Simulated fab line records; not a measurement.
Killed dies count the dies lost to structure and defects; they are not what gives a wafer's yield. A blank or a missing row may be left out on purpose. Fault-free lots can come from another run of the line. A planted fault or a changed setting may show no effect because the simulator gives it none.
Which tool was responsible? + flow sky130 + Sampling: 13 lots, 39 wafers, 4 of 708 route steps

## WHAT THE GAUGES READ, wafer by wafer
SKY_LDD_P_CD_MEAS_07 targets a cd of 380 nm. Usual: cd nm at 379.4 nm, with a standard deviation of 2.5.
| lot  | measured     | on        | cd nm (nm)        | flag |
|------|--------------|-----------|-------------------|------|
| L168 | day 18 15:43 | cd sem-01 | 378.1 381.5 381.6 |      |
| L169 | day 19 04:57 | cd sem-01 | 379.4 377.3 379.4 |      |
| L171 | day 19 12:26 | cd sem-01 | 381.8 380.7 380.7 |      |
| L172 | day 20 04:19 | cd sem-02 | 381.9 379.5 381.0 |      |
| L174 | day 21 20:36 | cd sem-02 | 379.7 379.6 377.7 |      |
| L175 | day 21 21:59 | cd sem-01 | 377.6 375.7 378.1 |      |
| L178 | day 22 18:50 | cd sem-02 | - - -             | OFF  |
| L186 | day 25 07:47 | cd sem-01 | 384.5 382.4 380.8 |      |
| L187 | day 25 22:13 | cd sem-01 | 382.2 378.2 381.3 |      |
| L188 | day 26 02:56 | cd sem-01 | 380.8 378.7 382.4 |      |
| L189 | day 26 05:56 | cd sem-01 | 378.3 375.1 376.9 |      |
| L190 | day 26 15:40 | cd sem-01 | 378.5 374.1 374.2 |      |
| L191 | day 27 01:49 | cd sem-02 | 375.3 375.1 375.9 |      |

SKY_LDD_P_TW_MEAS_11. Usual: for LDD_P_TW the level is 635 and the standard deviation is 5.3.
| lot  | measured     | on            | LDD_P_TW    | flag |
|------|--------------|---------------|-------------|------|
| L168 | day 18 16:07 | film metro-02 | 639 636 639 |      |
| L169 | day 19 05:22 | film metro-03 | 627 633 629 |      |
| L171 | day 19 12:50 | film metro-01 | 637 639 637 |      |
| L172 | day 20 04:41 | film metro-01 | 640 638 637 |      |
| L174 | day 21 21:01 | film metro-03 | 629 629 632 |      |
| L175 | day 21 22:23 | film metro-01 | 641 637 637 |      |
| L178 | day 22 19:14 | film metro-01 | 30 30 30    | OFF  |
| L186 | day 25 08:11 | film metro-03 | 628 630 629 |      |
| L187 | day 25 22:37 | film metro-01 | 641 645 644 |      |
| L188 | day 26 03:20 | film metro-03 | 634 632 635 |      |
| L189 | day 26 06:20 | film metro-03 | 632 630 631 |      |
| L190 | day 26 16:03 | film metro-03 | 629 633 634 |      |
| L191 | day 27 02:13 | film metro-02 | 639 637 637 |      |

SKY_LDD_HVP_TW_MEAS_10. Usual: for LDD_HVP_TW the level is 456 and the standard deviation is 4.8.
| lot  | measured     | on            | LDD_HVP_TW  | flag |
|------|--------------|---------------|-------------|------|
| L168 | day 21 05:52 | film metro-01 | 456 458 459 |      |
| L169 | day 21 19:02 | film metro-03 | 451 451 449 |      |
| L171 | day 22 01:39 | film metro-04 | 463 463 462 |      |
| L172 | day 22 18:59 | film metro-03 | 452 451 450 |      |
| L174 | day 24 08:36 | film metro-01 | 460 459 459 |      |
| L175 | day 24 10:23 | film metro-03 | 455 452 453 |      |
| L178 | day 25 06:09 | film metro-01 | 702 703 705 | OFF  |
| L186 | day 27 17:11 | film metro-04 | 464 462 462 |      |
| L187 | day 28 07:25 | film metro-03 | 456 457 456 |      |
| L188 | day 28 11:35 | film metro-01 | 457 458 455 |      |
| L189 | day 28 14:02 | film metro-01 | 459 457 459 |      |
| L190 | day 29 00:08 | film metro-03 | 450 454 453 |      |
| L191 | day 29 10:28 | film metro-04 | 465 464 465 |      |

## WHAT TOOL EACH LOT RAN ON (gives the tool, then ch and the chambers of the sampled wafers, and finally the start)
| lot  | SKY_LDD_P_EXPOSE_04                 |
|------|-------------------------------------|
| L168 | iline stepper-02 ch 0, day 18 00:04 |
| L169 | iline stepper-02 ch 0, day 18 14:39 |
| L171 | iline stepper-01 ch 0, day 18 21:31 |
| L172 | iline stepper-02 ch 0, day 19 12:40 |
| L174 | iline stepper-01 ch 0, day 21 06:12 |
| L175 | iline stepper-01 ch 0, day 21 07:31 |
| L178 | iline stepper-02 ch 0, day 22 02:31 |
| L186 | iline stepper-01 ch 0, day 24 16:16 |
| L187 | iline stepper-02 ch 0, day 25 08:40 |
| L188 | iline stepper-02 ch 0, day 25 12:59 |
| L189 | iline stepper-01 ch 0, day 25 15:37 |
| L190 | iline stepper-02 ch 0, day 26 00:40 |
| L191 | iline stepper-02 ch 0, day 26 12:43 |
- SKY_LDD_P_EXPOSE_04: exposes mask PSDM, target cd 380 nm.

## WHAT THE TOOLS THEMSELVES READ (means of the sampled wafers that have a number; where no wafer has one, the mark that the record gives instead)
The record holds no such reading with a usual standard deviation.

## THE ANSWER, worked out from the rows above alone
Rule: lot off if the mean of its wafers having a number is beyond 3 standard deviations from the usual mean. A lot without any number at a reading at which 4 lots or more have one is off too. Any other lot the step has rows for is counted as sound. First the gauges in route order, then the tools' own readings, where a lot's mean is used as printed above. The first step at which some lot is off is used, and at that step the reading that is off furthest; a lot without a number counts as furthest.
Off: L178, at SKY_LDD_P_CD_MEAS_07 (cd nm). Without a number there: L178.
If a tool, at a process step before that reading, ran all the lots that are off and no sound lot after the first of them, it fits. Not tried: the gauges at SKY_LDD_P_CD_MEAS_07; whatever is off there is also off at SKY_LDD_P_TW_MEAS_11, on other tools, and gauge error can't account for it. None of those tried fits.

## WHAT THE SIMULATOR HAD INSERTED
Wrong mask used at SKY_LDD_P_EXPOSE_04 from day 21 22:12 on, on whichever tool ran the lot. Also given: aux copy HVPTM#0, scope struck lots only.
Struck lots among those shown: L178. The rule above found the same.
